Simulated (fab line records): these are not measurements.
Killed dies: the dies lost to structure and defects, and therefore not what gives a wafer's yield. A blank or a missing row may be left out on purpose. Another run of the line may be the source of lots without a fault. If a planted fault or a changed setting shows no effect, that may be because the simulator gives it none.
fab line records	flow sky130
record: lots: 6	wafers: 17	lastDay: 49
route steps=708 shown VIA4@652 METAL5@661 PAD_OPEN@708
lots untouched by any fault: they come from a run of this same line in which no faults occurred
startH: the number of hours between the record's first day and the start of the first shown wafer of the lot	waitH: hours since the lot's step before	" same as the row above	L1.1+2: a single row standing in for several wafers	- either no value or no given start	* or withheld: withheld	< > ~ a bound
route shown NAME@n: NAME is a module with steps in the file, n the number in the route of the first one	usual: mean/standard deviation of fault-free wafers	same: alike in all rows	chamber/n: place in a boat	sites: readings site by site	_std_site: the values' standard deviation	_edge_site: outer sites' mean less inner sites'	radiusMm: for every site, how far away it sits from the centre of the wafer	mask NAME#n: copy n	behind: tool/chamber where the wafer was last shaped	hold: the reason the lot was held/the length of the hold in hours/how it ended	device: whichever transistor did not switch (one of n, p or np)	end of line: the same wafers' tests at the end of the route	for a step that has no rows: nothing shown but its recipe	killed: dies that structure and defects cost at the first sort, which is not the same as the wafer's yield	map: the dies of a wafer, with x for killed, . for not killed, _ for no die there
set.NAME: setting as actually run; set.NAME@STEP: the setting as run at that earlier step	model.NAME: the simulator's own value behind a step, which no gauge read
a table for each step, a row for each wafer; lots at some steps of the route
services: when a tool's chamber went out of use (startH, in hours from the record's first day, below 0 if earlier), for how many hours, and the reason
== steps ==
step: SKY_VIA4_STRIP_13
recipe: chemistry: O2/N2	powerW: 1400	pressureMtorr: 1500	platenTempC: withheld	o2FlowSccm: 3000	n2FlowSccm: 300	overashFraction: 0.5
usual: drypumpMotorCurrentA: 6.03/0.28	oesProductAu: 0.710/0.0042	stripTimeToEndpointS: 12.81/0.036
lot.wafer	tool	chamber	startH	waitH	drypumpMotorCurrentA	oesProductAu	rfHoursCounterH	stripTimeToEndpointS
L201.3	plasmaAsher-02	0	1012.40	-	5.75	0.717	-	12.81
L201.4	"	1	"	"	6.26	0.700	-	12.84
L201.5	"	0	"	"	5.74	0.712	-	12.78
L202.2	plasmaAsher-02	0	1020.31	-	5.75	0.708	57	12.82
L202.4	"	0	"	"	5.71	0.709	-	12.80
L202.6	"	1	"	"	6.25	0.712	-	12.81
L203.2	plasmaAsher-01	1	1023.16	-	5.67	0.712	27	12.80
L203.3	"	0	"	"	5.94	0.718	-	12.79
L203.5	"	1	"	"	5.69	0.713	-	12.78
L210.1	plasmaAsher-04	1	1077.21	-	6.42	0.713	92	12.78
L210.3	"	1	"	"	6.42	0.714	-	12.78
L210.5	"	0	"	"	5.90	0.705	-	12.80
L215.4	plasmaAsher-02	1	1106.93	-	6.24	0.700	-	12.86
L215.5	"	1	"	"	6.24	0.712	-	12.85
L215.6	"	0	"	"	5.73	0.705	-	12.80
L217.2	plasmaAsher-04	1	1115.27	-	6.43	0.709	95	12.77
L217.4	"	1	"	"	6.47	0.710	-	12.79
step: SKY_VIA4_STRIP_14
recipe: chemistry: postEtchResidueRemover	timeS: 1200	tempC: 72.5
step: SKY_VIA4_CLEAN_15
recipe: chemistry: IPA	timeS: 180	tempC: 25
step: SKY_VIA4_CLEAN_16
recipe: chemistry: O3/DIW	dry: n2Spin
step: SKY_VIA4_SPUTTER_17
recipe: material: TiN	targetThkNm: 20	chamberPressurePa: 5	powerW: 4000	timeS: 80
usual: cathodeDcPowerW: 4000.0/0.65	chamberPressurePa: 5.000/0.0097	throttleValvePct: 29.9/1.1
lot.wafer	tool	chamber	startH	waitH	cathodeDcPowerW	chamberPressurePa	throttleValvePct
L201.3	pvdSputter-03	-	1012.96	0.0	4000.6	4.998	29.0
L201.4	"	-	"	"	4000.3	4.995	31.8
L201.5	"	-	"	"	3999.7	5.000	31.7
L202.2	pvdSputter-03	-	1020.91	0.0	3999.5	5.010	29.0
L202.4	"	-	"	"	3999.1	5.017	31.7
L202.6	"	-	"	"	4000.1	5.006	31.8
L203.2	pvdSputter-04	-	1023.76	0.0	4000.3	4.989	30.6
L203.3	"	-	"	"	3999.7	5.008	29.6
L203.5	"	-	"	"	3999.1	5.009	28.4
L210.1	pvdSputter-04	-	1077.81	0.0	3999.5	4.999	28.2
L210.3	"	-	"	"	4000.8	5.000	29.7
L210.5	"	-	"	"	3999.3	4.999	28.3
L215.4	pvdSputter-03	-	1107.52	0.0	3999.9	4.992	31.4
L215.5	"	-	"	"	3999.9	4.991	28.7
L215.6	"	-	"	"	4000.6	4.984	31.2
L217.2	pvdSputter-01	-	1116.09	0.0	3999.6	5.000	28.9
L217.4	"	-	"	"	4000.9	4.994	30.2
step: SKY_VIA4_CVD_18
recipe: material: W	targetThkNm: 505	timeS: 152.14	tempC: 400	pressureTorr: 40
step: SKY_VIA4_RS_MEAS_19
recipe: thkMeasGauge: four-point-probe	reads: W_of_VIA4_CVD_18+TiN_of_VIA4_SPUTTER_17
usual: VIA4_W_RS: 0.2265/0.0027
lot.wafer	tool	chamber	startH	waitH	VIA4_W_RS[ohm/sq]
L201.3	filmMetro-02	-	1013.21	0.1	0.2256
L201.4	"	-	"	"	0.2281
L201.5	"	-	"	"	0.2256
L202.2	filmMetro-03	-	1021.14	0.1	0.2262
L202.4	"	-	"	"	0.2237
L202.6	"	-	"	"	0.2227
L203.2	filmMetro-01	-	1023.99	0.1	0.2265
L203.3	"	-	"	"	0.2247
L203.5	"	-	"	"	0.2255
L210.1	filmMetro-01	-	1078.02	0.1	0.2285
L210.3	"	-	"	"	0.2273
L210.5	"	-	"	"	0.2284
L215.4	filmMetro-01	-	1107.80	0.1	0.2298
L215.5	"	-	"	"	0.2342
L215.6	"	-	"	"	0.2253
L217.2	filmMetro-03	-	1116.33	0.1	0.2255
L217.4	"	-	"	"	0.2272
step: SKY_VIA4_THK_MEAS_20
recipe: thkMeasGauge: xrf	reads: W_of_VIA4_CVD_18
usual: VIA4_W_THK: 495/7.6
lot.wafer	tool	chamber	startH	waitH	VIA4_W_THK[nm]
L201.3	filmMetro-02	-	1013.31	0.1	493
L201.4	"	-	"	"	488
L201.5	"	-	"	"	496
L202.2	filmMetro-03	-	1021.25	0.1	491
L202.4	"	-	"	"	498
L202.6	"	-	"	"	500
L203.2	filmMetro-01	-	1024.10	0.1	497
L203.3	"	-	"	"	500
L203.5	"	-	"	"	504
L210.1	filmMetro-01	-	1078.14	0.1	505
L210.3	"	-	"	"	502
L210.5	"	-	"	"	503
L215.4	filmMetro-01	-	1107.89	0.1	492
L215.5	"	-	"	"	481
L215.6	"	-	"	"	500
L217.2	filmMetro-03	-	1116.44	0.1	491
L217.4	"	-	"	"	485
step: SKY_VIA4_CMP_21
recipe: stopOn: SiO2	tOverpolishS: 25	downForcePsi: 3.5	platenRpm: 60	targetThkNm: 0	padVelocityMS: 0.94248
step: SKY_METAL5_SPUTTER_00
recipe: material: Ti	targetThkNm: 15	powerW: 3000	timeS: 10	chamberPressurePa: 0.4
usual: cathodeDcPowerW: 2999.9/0.55	chamberPressurePa: 0.4000/0.0007	throttleValvePct: 30.6/0.85
lot.wafer	tool	chamber	startH	waitH	cathodeDcPowerW	chamberPressurePa	throttleValvePct
L201.3	pvdSputter-03	-	1013.65	0.1	2999.3	0.4005	29.3
L201.4	"	-	"	"	2999.5	0.4010	31.2
L201.5	"	-	"	"	2999.6	0.3999	29.1
L202.2	pvdSputter-01	-	1021.60	0.2	2999.3	0.4006	32.0
L202.4	"	-	"	"	3000.6	0.3995	30.1
L202.6	"	-	"	"	2999.2	0.4007	30.3
L203.2	pvdSputter-02	-	1024.58	0.1	2999.3	0.3996	30.5
L203.3	"	-	"	"	3000.3	0.3991	31.6
L203.5	"	-	"	"	2999.6	0.4000	30.4
L210.1	pvdSputter-03	-	1078.66	0.2	2999.8	0.3985	29.2
L210.3	"	-	"	"	2999.8	0.3993	31.6
L210.5	"	-	"	"	3000.0	0.3991	31.3
L215.4	pvdSputter-01	-	1108.22	0.2	2999.5	0.4017	30.3
L215.5	"	-	"	"	3000.1	0.3986	29.3
L215.6	"	-	"	"	3000.6	0.4004	30.3
L217.2	pvdSputter-02	-	1116.83	0.1	2999.4	0.4010	30.0
L217.4	"	-	"	"	2999.1	0.4003	29.9
step: SKY_METAL5_SPUTTER_01
recipe: material: TiN	targetThkNm: 20	powerW: 6500	timeS: 16.7	chamberPressurePa: 0.4
usual: cathodeDcPowerW: 6500.1/1.2	chamberPressurePa: 0.4001/0.00078	throttleValvePct: 30.5/0.86
lot.wafer	tool	chamber	startH	waitH	cathodeDcPowerW	chamberPressurePa	throttleValvePct
L201.3	pvdSputter-03	-	1013.67	0.0	6501.3	0.3999	29.1
L201.4	"	-	"	"	6500.8	0.3995	31.4
L201.5	"	-	"	"	6500.3	0.4000	29.2
L202.2	pvdSputter-01	-	1021.62	0.0	6500.3	0.3987	31.7
L202.4	"	-	"	"	6500.5	0.3999	30.0
L202.6	"	-	"	"	6501.2	0.3988	30.2
L203.2	pvdSputter-02	-	1024.60	0.0	6499.9	0.4010	30.6
L203.3	"	-	"	"	6499.4	0.3998	31.6
L203.5	"	-	"	"	6501.1	0.4004	30.5
L210.1	pvdSputter-03	-	1078.68	0.0	6500.1	0.4006	28.8
L210.3	"	-	"	"	6499.6	0.3988	31.5
L210.5	"	-	"	"	6499.6	0.4005	31.1
L215.4	pvdSputter-01	-	1108.24	0.0	6498.4	0.4005	30.4
L215.5	"	-	"	"	6501.8	0.4004	29.3
L215.6	"	-	"	"	6500.3	0.3999	30.2
L217.2	pvdSputter-02	-	1116.85	0.0	6501.2	0.4006	30.0
L217.4	"	-	"	"	6500.0	0.3997	29.7
step: SKY_METAL5_SPUTTER_02
recipe: material: AlCu	targetThkNm: 1150	powerW: 10600	timeS: 61.2	chamberPressurePa: 0.4
step: SKY_METAL5_SPUTTER_03
recipe: material: Ti	targetThkNm: 5	powerW: 3000	timeS: 3.3	chamberPressurePa: 0.4
usual: cathodeDcPowerW: 3000.0/0.53	chamberPressurePa: 0.4000/0.00077	throttleValvePct: 30.6/0.84
lot.wafer	tool	chamber	startH	waitH	cathodeDcPowerW	chamberPressurePa	throttleValvePct
L201.3	pvdSputter-03	-	1013.75	0.0	3000.6	0.4009	29.0
L201.4	"	-	"	"	2999.1	0.3995	31.4
L201.5	"	-	"	"	3000.2	0.3999	29.1
L202.2	pvdSputter-01	-	1021.70	0.0	-	-	-
L202.4	"	-	"	"	-	-	-
L202.6	"	-	"	"	-	-	-
L203.2	pvdSputter-02	-	1024.68	0.0	-	-	-
L203.3	"	-	"	"	-	-	-
L203.5	"	-	"	"	-	-	-
L210.1	pvdSputter-03	-	1078.75	0.0	2999.3	0.4005	29.2
L210.3	"	-	"	"	3000.4	0.3985	31.9
L210.5	"	-	"	"	3000.3	0.4010	31.1
L215.4	pvdSputter-01	-	1108.31	0.0	3000.4	0.4006	30.7
L215.5	"	-	"	"	3000.4	0.3990	29.3
L215.6	"	-	"	"	2999.6	0.4006	30.3
L217.2	pvdSputter-02	-	1116.93	0.0	3000.9	0.4008	30.0
L217.4	"	-	"	"	3000.1	0.3992	29.9
step: SKY_METAL5_SPUTTER_04
recipe: material: TiN	targetThkNm: 70	powerW: 6500	timeS: 58.3	chamberPressurePa: 0.4
usual: cathodeDcPowerW: 6500.0/1.3	chamberPressurePa: 0.4000/0.00083	throttleValvePct: 30.5/0.85
lot.wafer	tool	chamber	startH	waitH	cathodeDcPowerW	chamberPressurePa	throttleValvePct
L201.3	pvdSputter-03	-	1013.77	0.0	6501.8	0.3992	29.0
L201.4	"	-	"	"	6500.1	0.3999	31.2
L201.5	"	-	"	"	6499.2	0.3991	29.0
L202.2	pvdSputter-01	-	1021.72	0.0	6501.3	0.3996	31.8
L202.4	"	-	"	"	6497.8	0.3995	29.9
L202.6	"	-	"	"	6500.0	0.4012	30.4
L203.2	pvdSputter-02	-	1024.70	0.0	6500.5	0.3992	30.9
L203.3	"	-	"	"	6499.2	0.4002	31.5
L203.5	"	-	"	"	6501.2	0.4002	30.6
L210.1	pvdSputter-03	-	1078.77	0.0	6500.4	0.4001	29.1
L210.3	"	-	"	"	6497.9	0.4002	31.8
L210.5	"	-	"	"	6499.1	0.3989	31.3
L215.4	pvdSputter-01	-	1108.33	0.0	6501.2	0.4014	30.1
L215.5	"	-	"	"	6499.9	0.4005	29.3
L215.6	"	-	"	"	6500.6	0.4004	30.3
L217.2	pvdSputter-02	-	1116.95	0.0	6498.8	0.3994	29.9
L217.4	"	-	"	"	6498.3	0.4013	30.3
step: SKY_PAD_OPEN_PROBE_99
usual: killed_at_M0_to_M3: 43/6.3	killed_at_M4_up: 3.0/1.6	killedAtContacts: 25/5	killedAtFrontEnd: 15/4.4	killedAtOther: 0.3/0.8	killedDies: 85/8.7	killedOpen: 47/6.9	killedShort: 38/6.3
same: grossDies: 492	killedAtBackSide: 0
lot.wafer	tool	chamber	startH	waitH	killed_at_M0_to_M3	killed_at_M4_up	killedAtContacts	killedAtFrontEnd	killedAtOther	killedDies	killedOpen	killedShort
L201.3	prober-02	-	1083.64	0.2	51	2	29	19	0	101	58	43
L201.4	prober-02	-	1083.69	0.2	49	3	19	12	0	83	48	35
L201.5	prober-02	-	1083.74	0.2	55	2	16	8	0	81	50	31
L202.2	prober-01	-	1090.86	0.1	37	3	25	17	0	82	46	36
L202.4	prober-01	-	1090.96	0.2	39	4	35	17	1	96	61	35
L202.6	prober-01	-	1091.06	0.2	39	3	33	22	0	97	58	39
L203.2	prober-02	-	1093.72	0.1	49	2	22	17	0	90	55	35
L203.3	prober-02	-	1093.77	0.2	50	3	24	14	0	91	52	39
L203.5	prober-02	-	1093.87	0.2	37	4	27	17	1	86	36	50
L210.1	prober-02	-	1142.81	0.1	30	1	26	10	0	67	31	36
L210.3	prober-02	-	1142.91	0.2	57	1	29	21	0	108	53	55
L210.5	prober-02	-	1143.01	0.2	41	2	33	7	0	83	48	35
L215.4	prober-01	-	1167.93	0.2	38	4	28	13	4	87	49	34
L215.5	prober-01	-	1167.98	0.2	45	5	32	16	0	98	51	47
L215.6	prober-01	-	1168.03	0.2	44	2	25	16	0	87	42	45
L217.2	prober-01	-	1175.83	0.1	57	4	23	10	0	94	58	36
L217.4	prober-01	-	1175.93	0.2	43	3	21	11	0	78	45	33
killed by level:class
L201.3 VIA1:geometricParticle:open=14 CONTACT:geometricParticle:open=10 LI_CONTACT:geometricParticle:open=8 VIA3:geometricParticle:open=8 VIA1:geometricParticle:short=6 CONTACT:geometricParticle:short=6 VIA2:geometricParticle:short=6 METAL2:geometricParticle:short=5
L201.4 VIA1:geometricParticle:open=17 CONTACT:geometricParticle:open=9 VIA1:geometricParticle:short=9 VIA2:geometricParticle:open=6 METAL1:geometricParticle:short=5 LI_CONTACT:geometricParticle:open=4 POLY_GATE:geometricParticle:short=3 POLY_CUT:geometricParticle:open=3
L201.5 VIA1:geometricParticle:open=18 CONTACT:geometricParticle:open=9 VIA2:geometricParticle:open=8 METAL2:geometricParticle:short=7 VIA1:geometricParticle:short=5 METAL1:geometricParticle:short=4 VIA3:geometricParticle:open=4 LI_CONTACT:geometricParticle:open=3
L202.2 CONTACT:geometricParticle:open=10 VIA1:geometricParticle:open=9 METAL2:geometricParticle:short=8 POLY_GATE:geometricParticle:open=7 VIA2:geometricParticle:open=6 LI_CONTACT:geometricParticle:open=5 FIELD_ISO:geometricParticle:open=4 LI_CONTACT:geometricParticle:short=4
L202.4 VIA1:geometricParticle:open=12 LI_CONTACT:geometricParticle:open=11 POLY_GATE:geometricParticle:open=9 LOCAL_INTERCONNECT:geometricParticle:short=9 CONTACT:geometricParticle:open=7 VIA3:geometricParticle:open=6 CONTACT:geometricParticle:short=5 VIA2:geometricParticle:open=5
L202.6 CONTACT:geometricParticle:open=12 POLY_GATE:geometricParticle:open=11 LI_CONTACT:geometricParticle:open=8 POLY_GATE:geometricParticle:short=6 LOCAL_INTERCONNECT:geometricParticle:short=6 VIA1:geometricParticle:open=6 VIA2:geometricParticle:open=6 VIA1:geometricParticle:short=5
L203.2 VIA1:geometricParticle:open=18 METAL2:geometricParticle:short=8 VIA3:geometricParticle:open=8 LOCAL_INTERCONNECT:geometricParticle:short=7 LI_CONTACT:geometricParticle:open=6 FIELD_ISO:geometricParticle:open=5 CONTACT:geometricParticle:open=5 METAL2:geometricParticle:open=4
L203.3 VIA2:geometricParticle:open=9 CONTACT:geometricParticle:open=8 METAL1:geometricParticle:short=7 VIA1:geometricParticle:open=7 LI_CONTACT:geometricParticle:open=6 METAL2:geometricParticle:short=6 CONTACT:geometricParticle:short=5 VIA3:geometricParticle:open=5
L203.5 CONTACT:geometricParticle:short=7 CONTACT:geometricParticle:open=7 FIELD_ISO:geometricParticle:short=6 FIELD_ISO:geometricParticle:open=6 VIA1:geometricParticle:open=6 VIA3:geometricParticle:open=6 LOCAL_INTERCONNECT:geometricParticle:short=5 METAL2:geometricParticle:short=5
L210.1 CONTACT:geometricParticle:open=10 CONTACT:geometricParticle:short=6 VIA2:geometricParticle:short=6 FIELD_ISO:geometricParticle:short=5 VIA1:geometricParticle:short=5 VIA1:geometricParticle:open=5 LOCAL_INTERCONNECT:geometricParticle:open=4 LI_CONTACT:geometricParticle:open=3
L210.3 VIA3:geometricParticle:open=11 VIA2:geometricParticle:open=10 METAL2:geometricParticle:short=9 POLY_GATE:geometricParticle:open=7 CONTACT:geometricParticle:short=7 LI_CONTACT:geometricParticle:open=7 VIA2:geometricParticle:short=7 CONTACT:geometricParticle:open=6
L210.5 LI_CONTACT:geometricParticle:open=12 VIA2:geometricParticle:open=10 CONTACT:geometricParticle:open=9 LOCAL_INTERCONNECT:geometricParticle:short=8 VIA1:geometricParticle:open=7 VIA1:geometricParticle:short=5 CONTACT:geometricParticle:short=4 VIA3:geometricParticle:open=4
L215.4 VIA1:geometricParticle:open=10 CONTACT:geometricParticle:open=9 LI_CONTACT:geometricParticle:open=8 VIA2:geometricParticle:open=6 VIA3:geometricParticle:open=6 VIA1:geometricParticle:short=5 LI_CONTACT:geometricParticle:short=4 CONTACT:geometricParticle:short=4
L215.5 VIA1:geometricParticle:open=14 CONTACT:geometricParticle:open=9 VIA3:geometricParticle:open=7 LI_CONTACT:geometricParticle:open=7 LOCAL_INTERCONNECT:geometricParticle:short=7 METAL1:geometricParticle:short=6 METAL2:geometricParticle:short=6 POLY_GATE:geometricParticle:short=5
L215.6 LI_CONTACT:geometricParticle:open=8 VIA1:geometricParticle:open=8 CONTACT:geometricParticle:open=7 METAL1:geometricParticle:short=7 VIA3:geometricParticle:open=7 METAL2:geometricParticle:short=6 FIELD_ISO:geometricParticle:short=5 POLY_GATE:geometricParticle:short=5
L217.2 VIA1:geometricParticle:open=18 LI_CONTACT:geometricParticle:open=12 VIA1:geometricParticle:short=6 CONTACT:geometricParticle:open=6 METAL2:geometricParticle:short=6 VIA3:geometricParticle:open=6 METAL1:geometricParticle:short=5 VIA2:geometricParticle:short=5
L217.4 VIA1:geometricParticle:open=12 CONTACT:geometricParticle:open=10 VIA1:geometricParticle:short=5 METAL1:geometricParticle:short=5 VIA2:geometricParticle:open=5 METAL2:geometricParticle:short=4 VIA3:geometricParticle:short=4 VIA3:geometricParticle:open=4
== services ==
tool	chamber	startH	hours	kind
plasmaAsher-04	-	1012.14	22.7	repair
plasmaAsher-01	-	1032.50	28.1	pm
plasmaAsher-02	-	1033.62	1.5	repair
plasmaAsher-04	-	1091.17	0.9	repair
== key ==
firstSign: step: SKY_METAL5_SPUTTER_03	reading: toolRecord	direction: missing
effect none on later readings
metAt SKY_METAL5_SPUTTER_03
struckWafers L202.2,L202.4,L202.6,L203.2,L203.3,L203.5
testerLeftOut L202
earlierFault: kind: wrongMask	tool: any	chamber: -	onsetH: 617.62	steps: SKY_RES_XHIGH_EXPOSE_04	auxCopy: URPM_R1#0	cdOffsetNm: 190	scope: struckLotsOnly
fault: kind: skippedStepWhole	tool: pvdSputter-01,pvdSputter-02	chamber: -	onsetH: 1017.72	steps: SKY_METAL5_SPUTTER_03	scope: struckLotsOnly
testerLeftOut: of these lots the tester's yield and bins aren't shown, on N5 and GAA mostly nor the transistor test; their killed dies are dies lost to structure and defects alone, not to doping, threshold or leakage, so they don't give the yield
